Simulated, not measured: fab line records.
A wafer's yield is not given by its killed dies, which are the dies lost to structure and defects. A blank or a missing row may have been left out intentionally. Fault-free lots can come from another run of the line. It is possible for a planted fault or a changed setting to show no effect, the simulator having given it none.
Which tool is to blame? ; flow sky130 ; 72 wafers from 24 lots sampled at 6 of the route's 708 steps

## WHAT EACH GAUGE READ, for each wafer
SKY_METAL3_OVL_MEAS_14.
lot;measured;on;METAL3_OVL (nm)
L074;day 39 00:59;overlay-02;-10 -1 -6
L075;day 39 01:34;overlay-01;6 2 6
L076;day 39 11:55;overlay-02;-4 -1 1
L077;day 40 03:58;overlay-01;-3 1 5
L079;day 40 12:50;overlay-01;-10 -8 -3
L078;day 40 13:04;overlay-02;-4 -7 -5
L080;day 40 14:01;overlay-02;-1 -1 -10
L081;day 41 15:31;overlay-02;-5 4 3
L083;day 41 21:25;overlay-01;2 5 1
L082;day 42 00:44;overlay-01;-6 -4 2
L084;day 42 03:28;overlay-02;-1 -1 -7
L085;day 42 13:59;overlay-01;4 2 0
L086;day 42 20:32;overlay-01;-2 0 -5
L088;day 43 12:07;overlay-02;-3 -4 -3
L087;day 43 13:44;overlay-01;-1 4 9
L090;day 43 14:35;overlay-01;-13 -8 1
L089;day 43 15:26;overlay-02;-17 -5 -4
L091;day 43 20:15;overlay-01;-4 1 -1
L092;day 43 23:43;overlay-02;7 1 5
L093;day 44 10:31;overlay-01;-6 -11 -2
L094;day 44 12:43;overlay-02;-2 2 6
L095;day 44 18:16;overlay-01;-3 0 -4
L096;day 45 01:29;overlay-01;-7 -4 -15
L097;day 45 04:19;overlay-01;-1 4 3

SKY_VIA3_THK_MEAS_01.
lot;measured;on;VIA3_HDPCVD_THK (nm)
L074;day 39 02:10;film_metro-02;1648 1654 1626
L075;day 39 02:44;film_metro-03;1657 1640 1651
L076;day 39 13:04;film_metro-02;1652 1648 1655
L077;day 40 05:30;film_metro-03;1629 1628 1628
L079;day 40 14:02;film_metro-02;1671 1661 1655
L078;day 40 14:12;film_metro-04;1617 1615 1618
L080;day 40 15:09;film_metro-03;1620 1615 1615
L081;day 41 16:38;film_metro-04;1656 1678 1645
L083;day 41 22:34;film_metro-03;1654 1643 1650
L082;day 42 02:02;film_metro-03;1652 1636 1624
L084;day 42 04:48;film_metro-04;1623 1627 1614
L085;day 42 15:14;film_metro-03;1635 1652 1646
L086;day 42 21:40;film_metro-03;1638 1630 1652
L088;day 43 13:14;film_metro-03;1658 1626 1641
L087;day 43 14:55;film_metro-03;1611 1634 1623
L090;day 43 15:43;film_metro-03;1630 1624 1622
L089;day 43 16:34;film_metro-03;1626 1663 1651
L091;day 43 21:23;film_metro-03;1633 1611 1621
L092;day 44 00:52;film_metro-04;1648 1649 1646
L093;day 44 11:39;film_metro-02;1622 1643 1613
L094;day 44 14:19;film_metro-03;1619 1633 1630
L095;day 44 19:23;film_metro-04;1643 1644 1651
L096;day 45 02:40;film_metro-02;1647 1652 1643
L097;day 45 05:30;film_metro-02;1659 1652 1647

SKY_CAP2M_THK_MEAS_04: measures by xrf.
lot;measured;on;CAP2M_TIN_THK (nm)
L074;day 40 05:25;film_metro-03;200.5 197.1 199.8
L075;day 40 07:13;film_metro-01;197.0 196.5 199.1
L076;day 40 16:41;film_metro-03;197.4 197.7 199.3
L077;day 41 07:33;film_metro-02;191.0 190.6 190.5
L079;day 41 16:56;film_metro-01;198.1 198.4 197.6
L078;day 41 17:12;film_metro-02;194.4 192.8 192.8
L080;day 41 17:44;film_metro-01;198.1 201.0 199.7
L081;day 42 18:38;film_metro-02;198.7 197.5 197.2
L083;day 43 00:40;film_metro-01;196.0 196.3 196.0
L082;day 43 03:23;film_metro-03;196.0 196.0 195.5
L084;day 43 07:18;film_metro-03;199.9 199.7 201.6
L085;day 43 16:47;film_metro-01;194.2 192.8 193.7
L086;day 43 22:29;film_metro-03;198.8 200.6 198.1
L088;day 44 14:37;film_metro-01;196.0 195.9 195.4
L087;day 44 15:53;film_metro-01;196.4 193.9 194.3
L090;day 44 16:56;film_metro-01;194.0 194.0 193.4
L089;day 44 17:49;film_metro-03;194.4 197.4 194.1
L091;day 44 22:11;film_metro-01;197.4 197.9 198.3
L092;day 45 01:38;film_metro-03;197.0 197.5 199.0
L093;day 45 11:46;film_metro-03;198.6 196.9 197.0
L094;day 45 14:22;film_metro-03;196.0 193.7 194.7
L095;day 45 19:11;film_metro-01;197.3 197.8 196.7
L096;day 46 01:55;film_metro-01;193.1 192.2 192.4
L097;day 46 05:23;film_metro-01;193.9 192.3 193.6

## WHAT TOOL EACH LOT RAN ON (gives the tool, then ch and the chambers of the sampled wafers, and finally the start)
lot;SKY_CAPM_STRIP_14;SKY_METAL3_ETCH_16;SKY_METAL4_SPUTTER_03
L074;plasma_asher-03 ch 0,1, day 37 22:56;rie_metal-02 ch 0,1, day 39 01:03;pvd_sputter-03, day 40 05:01
L075;plasma_asher-01 ch 0,1, day 37 23:38;rie_metal-01 ch 0,1, day 39 01:38;pvd_sputter-03, day 40 06:49
L076;plasma_asher-04 ch 0,1, day 38 10:39;rie_metal-02 ch 0,1, day 39 11:58;pvd_sputter-01, day 40 16:19
L077;plasma_asher-03 ch 0,1, day 39 02:29;rie_metal-02 ch 0,1, day 40 04:01;pvd_sputter-03, day 41 07:10
L079;plasma_asher-03 ch 0,1, day 39 11:33;rie_metal-04 ch 0,1, day 40 12:54;pvd_sputter-01, day 41 16:30
L078;plasma_asher-04 ch 0,1, day 39 11:38;rie_metal-02 ch 0,1, day 40 13:08;pvd_sputter-01, day 41 16:48
L080;plasma_asher-01 ch 0,1, day 39 12:14;rie_metal-02 ch 0,1, day 40 14:07;pvd_sputter-02, day 41 17:20
L081;plasma_asher-03 ch 0,1, day 40 14:17;rie_metal-04 ch 0,1, day 41 15:35;pvd_sputter-03, day 42 18:14
L083;plasma_asher-03 ch 0,1, day 40 20:11;rie_metal-02 ch 0,1, day 41 21:29;pvd_sputter-03, day 43 00:17
L082;plasma_asher-01 ch 0,1, day 41 00:11;rie_metal-04 ch 0, day 42 00:50;pvd_sputter-02, day 43 02:59
L084;plasma_asher-01 ch 0,1, day 41 03:54;rie_metal-01 ch 0,1, day 42 03:32;pvd_sputter-01, day 43 06:55
L085;plasma_asher-01 ch 0,1, day 41 14:02;rie_metal-04 ch 0, day 42 14:05;pvd_sputter-01, day 43 16:25
L086;plasma_asher-01 ch 0,1, day 41 20:26;rie_metal-02 ch 0,1, day 42 20:37;pvd_sputter-03, day 43 22:07
L088;plasma_asher-04 ch 1, day 42 11:56;rie_metal-04 ch 0,1, day 43 12:11;pvd_sputter-02, day 44 14:15
L087;plasma_asher-03 ch 0,1, day 42 12:44;rie_metal-01 ch 0,1, day 43 13:49;pvd_sputter-01, day 44 15:29
L090;plasma_asher-04 ch 0,1, day 42 14:22;rie_metal-01 ch 0,1, day 43 14:40;pvd_sputter-01, day 44 16:32
L089;plasma_asher-01 ch 0,1, day 42 15:46;rie_metal-01 ch 0,1, day 43 15:31;pvd_sputter-02, day 44 17:26
L091;plasma_asher-04 ch 0,1, day 42 20:17;rie_metal-04 ch 0,1, day 43 20:20;pvd_sputter-02, day 44 21:47
L092;plasma_asher-04 ch 0, day 42 23:38;rie_metal-04 ch 0,1, day 43 23:47;pvd_sputter-02, day 45 01:15
L093;plasma_asher-04 ch 0,1, day 43 11:43;rie_metal-04 ch 0,1, day 44 10:37;pvd_sputter-02, day 45 11:22
L094;plasma_asher-03 ch 0,1, day 43 14:04;rie_metal-01 ch 0,1, day 44 12:49;pvd_sputter-01, day 45 13:59
L095;plasma_asher-04 ch 0,1, day 43 18:35;rie_metal-04 ch 0,1, day 44 18:20;pvd_sputter-01, day 45 18:48
L096;plasma_asher-04 ch 1, day 44 02:29;rie_metal-01 ch 0,1, day 45 01:34;pvd_sputter-03, day 46 01:31
L097;plasma_asher-03 ch 0,1, day 44 06:06;rie_metal-04 ch 0,1, day 45 04:23;pvd_sputter-02, day 46 05:01
- SKY_CAPM_STRIP_14: strips in O2/N2.
- SKY_METAL3_ETCH_16: etches BARC in N2/H2, stops on SiO2, time 88.2 s, target depth 60 nm.
- SKY_METAL4_SPUTTER_03: material Ti, target thk 5 nm, time 3.3 s.

## AS READ BY THE TOOLS THEMSELVES (means over the sampled wafers that have a number; for cases with no such wafer, the mark the record gives instead)
SKY_CAPM_STRIP_14.
lot;tool;drypump_motor_current_A (A);oes_product_au (a.u.);strip_time_to_endpoint_s (s)
L074;plasma_asher-03;5.40;0.713;12.62
L075;plasma_asher-01;5.64;0.710;12.70
L076;plasma_asher-04;5.70;0.711;12.60
L077;plasma_asher-03;5.42;0.714;12.57
L079;plasma_asher-03;5.42;0.706;12.61
L078;plasma_asher-04;5.64;0.711;12.70
L080;plasma_asher-01;5.62;0.706;12.57
L081;plasma_asher-03;5.43;0.711;12.68
L083;plasma_asher-03;5.38;0.706;12.64
L082;plasma_asher-01;5.34;0.709;12.65
L084;plasma_asher-01;5.35;0.713;12.66
L085;plasma_asher-01;5.62;0.708;12.61
L086;plasma_asher-01;5.36;0.711;12.65
L088;plasma_asher-04;5.73;0.709;12.74
L087;plasma_asher-03;5.39;0.708;12.74
L090;plasma_asher-04;5.69;0.711;12.58
L089;plasma_asher-01;5.64;0.709;12.65
L091;plasma_asher-04;5.61;0.711;12.66
L092;plasma_asher-04;5.53;0.714;12.59
L093;plasma_asher-04;5.65;0.710;12.60
L094;plasma_asher-03;5.42;0.709;12.55
L095;plasma_asher-04;5.58;0.715;12.62
L096;plasma_asher-04;5.73;0.710;12.62
L097;plasma_asher-03;5.41;0.708;12.69

SKY_METAL3_ETCH_16.
lot;tool;drypump_motor_current_A (A);oes_product_au (a.u.);rf_fwd_power_W (W);throttle_valve_pct (%)
L074;rie_metal-02;5.3;0.625;496.7;13.208
L075;rie_metal-01;5.4;0.627;497.3;13.209
L076;rie_metal-02;5.6;0.628;496.1;13.209
L077;rie_metal-02;5.3;0.623;497.4;13.206
L079;rie_metal-04;6.0;0.628;496.4;13.199
L078;rie_metal-02;5.3;0.623;495.9;13.202
L080;rie_metal-02;5.6;0.623;496.2;13.199
L081;rie_metal-04;6.0;0.627;496.4;13.203
L083;rie_metal-02;5.3;0.628;497.7;13.203
L082;rie_metal-04;5.7;0.622;497.2;13.201
L084;rie_metal-01;5.3;0.625;494.0;13.200
L085;rie_metal-04;5.7;0.630;498.4;13.208
L086;rie_metal-02;5.3;0.624;493.7;13.203
L088;rie_metal-04;6.0;0.621;496.4;13.209
L087;rie_metal-01;5.3;0.622;497.9;13.200
L090;rie_metal-01;5.7;0.624;495.6;13.208
L089;rie_metal-01;5.3;0.626;494.5;13.203
L091;rie_metal-04;6.0;0.627;495.7;13.212
L092;rie_metal-04;6.0;0.623;496.5;13.197
L093;rie_metal-04;6.2;0.622;497.7;13.207
L094;rie_metal-01;5.7;0.626;495.7;13.208
L095;rie_metal-04;6.0;0.627;496.3;13.202
L096;rie_metal-01;5.7;0.626;495.3;13.205
L097;rie_metal-04;6.0;0.627;497.9;13.203

SKY_METAL4_SPUTTER_03.
lot;tool;throttle_valve_pct (%)
L074;pvd_sputter-03;29.3
L075;pvd_sputter-03;29.1
L076;pvd_sputter-01;29.5
L077;pvd_sputter-03;29.4
L079;pvd_sputter-01;29.6
L078;pvd_sputter-01;29.1
L080;pvd_sputter-02;29.2
L081;pvd_sputter-03;29.1
L083;pvd_sputter-03;29.6
L082;pvd_sputter-02;29.3
L084;pvd_sputter-01;29.8
L085;pvd_sputter-01;29.1
L086;pvd_sputter-03;29.1
L088;pvd_sputter-02;29.5
L087;pvd_sputter-01;29.1
L090;pvd_sputter-01;29.7
L089;pvd_sputter-02;28.5
L091;pvd_sputter-02;28.9
L092;pvd_sputter-02;28.3
L093;pvd_sputter-02;29.2
L094;pvd_sputter-01;29.8
L095;pvd_sputter-01;29.3
L096;pvd_sputter-03;29.1
L097;pvd_sputter-02;29.3

## THE ANSWER, worked out from the rows above alone
Rule: what is usual is taken from the lots themselves. The widest of any qualifying gaps counts: lots, ordered by their means at a reading, are off when they make up no more than a third of the lots, leave a main group of 4 or more, and stand apart from it by 3 or more times the standard deviation of that group's means. If all means in a main group match to the digits the tables above print for the reading, that group is not used. A lot without any number at a reading at which 4 lots or more have one is off too. Any other lot the step has rows for is counted as sound. The gauges are gone through in route order, then the tools' own readings, and for those a lot's mean is taken as printed above. The first step at which some lot is off is used, and at that step the reading that is off furthest; a lot without a number counts as furthest.
No lot is off at any reading shown: from this, nothing can be told.

## WHAT HAD BEEN PUT IN BY THE SIMULATOR
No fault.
